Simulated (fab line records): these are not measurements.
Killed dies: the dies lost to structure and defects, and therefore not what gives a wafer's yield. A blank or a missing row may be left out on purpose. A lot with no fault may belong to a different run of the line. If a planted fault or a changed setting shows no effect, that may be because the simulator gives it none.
Which tool was responsible? :: flow sky130 :: 30 wafers from 10 lots sampled at 2 of the route's 708 steps

== WHAT THE GAUGES READ, wafer by wafer ==
SKY_CAP2M_RS_MEAS_03: measures by four-point-probe.
lot: L166
measured: day 39 08:33
on: film metro-02
CAP2M_TIN_RS (ohm/sq): 6.91 6.91 6.82

lot: L170
measured: day 41 11:13
on: film metro-02
CAP2M_TIN_RS (ohm/sq): 6.89 6.84 6.96

lot: L171
measured: day 41 11:58
on: film metro-03
CAP2M_TIN_RS (ohm/sq): 6.79 6.85 6.93

lot: L172
measured: day 41 18:07
on: film metro-03
CAP2M_TIN_RS (ohm/sq): 6.96 6.92 6.94

lot: L175
measured: day 42 11:57
on: film metro-02
CAP2M_TIN_RS (ohm/sq): 4.93 6.93 6.93

lot: L177
measured: day 42 21:38
on: film metro-04
CAP2M_TIN_RS (ohm/sq): 4.95 7.08 7.02

lot: L182
measured: day 43 18:00
on: film metro-03
CAP2M_TIN_RS (ohm/sq): 6.85 7.02 7.03

lot: L185
measured: day 44 20:57
on: film metro-03
CAP2M_TIN_RS (ohm/sq): 6.86 6.90 7.01

lot: L187
measured: day 45 13:43
on: film metro-03
CAP2M_TIN_RS (ohm/sq): 6.98 6.95 7.03

lot: L189
measured: day 45 16:49
on: film metro-04
CAP2M_TIN_RS (ohm/sq): 6.99 7.08 7.07

== WHICH TOOL RAN EACH LOT (tool, then ch and the chambers of the sampled wafers, then the start) ==
lot: L166
SKY_CAP2M_SPUTTER_02: pvd sputter-04, day 39 08:25

lot: L170
SKY_CAP2M_SPUTTER_02: pvd sputter-02, day 41 11:05

lot: L171
SKY_CAP2M_SPUTTER_02: pvd sputter-04, day 41 11:51

lot: L172
SKY_CAP2M_SPUTTER_02: pvd sputter-02, day 41 18:01

lot: L175
SKY_CAP2M_SPUTTER_02: pvd sputter-02, day 42 11:47

lot: L177
SKY_CAP2M_SPUTTER_02: pvd sputter-02, day 42 21:30

lot: L182
SKY_CAP2M_SPUTTER_02: pvd sputter-01, day 43 17:51

lot: L185
SKY_CAP2M_SPUTTER_02: pvd sputter-04, day 44 20:49

lot: L187
SKY_CAP2M_SPUTTER_02: pvd sputter-04, day 45 13:35

lot: L189
SKY_CAP2M_SPUTTER_02: pvd sputter-01, day 45 16:42
- SKY_CAP2M_SPUTTER_02: material TiN, target thk 200 nm, time 166.7 s.

== THE ANSWER, worked out from the rows above alone ==
Rule: the lots themselves supply what counts as usual. The widest of any qualifying gaps counts: lots, ordered by their means at a reading, are off when they make up no more than a third of the lots, leave a main group of 4 or more, and stand apart from it by 3 or more times the standard deviation of that group's means. Not used: any main group whose means are identical at the precision the tables above print for the reading. Also off: a lot with no number at a reading for which 4 or more lots have one. Where the step has rows for the other lots, those lots are counted as sound.
Off: L175, L177, seen at SKY_CAP2M_RS_MEAS_03 (CAP2M_TIN_RS). Main group: mean 6.94 ohm/sq, sd 0.058.
A tool fits if, at a process step before that reading, it ran every lot that is off, and no sound lot after the first of them. Those tools and the gauges at SKY_CAP2M_RS_MEAS_03 are tried in the same way. One candidate fits, namely pvd sputter-02 at SKY_CAP2M_SPUTTER_02. Its last sound lot is L172 (day 41 18:01), its first lot that is off L175 (day 42 11:47): a fault that began between those two fits.

== WHAT HAD BEEN PUT IN BY THE SIMULATOR ==
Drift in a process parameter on pvd sputter-02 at SKY_CAP2M_SPUTTER_02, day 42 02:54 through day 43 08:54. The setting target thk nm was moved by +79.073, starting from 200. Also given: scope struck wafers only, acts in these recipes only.
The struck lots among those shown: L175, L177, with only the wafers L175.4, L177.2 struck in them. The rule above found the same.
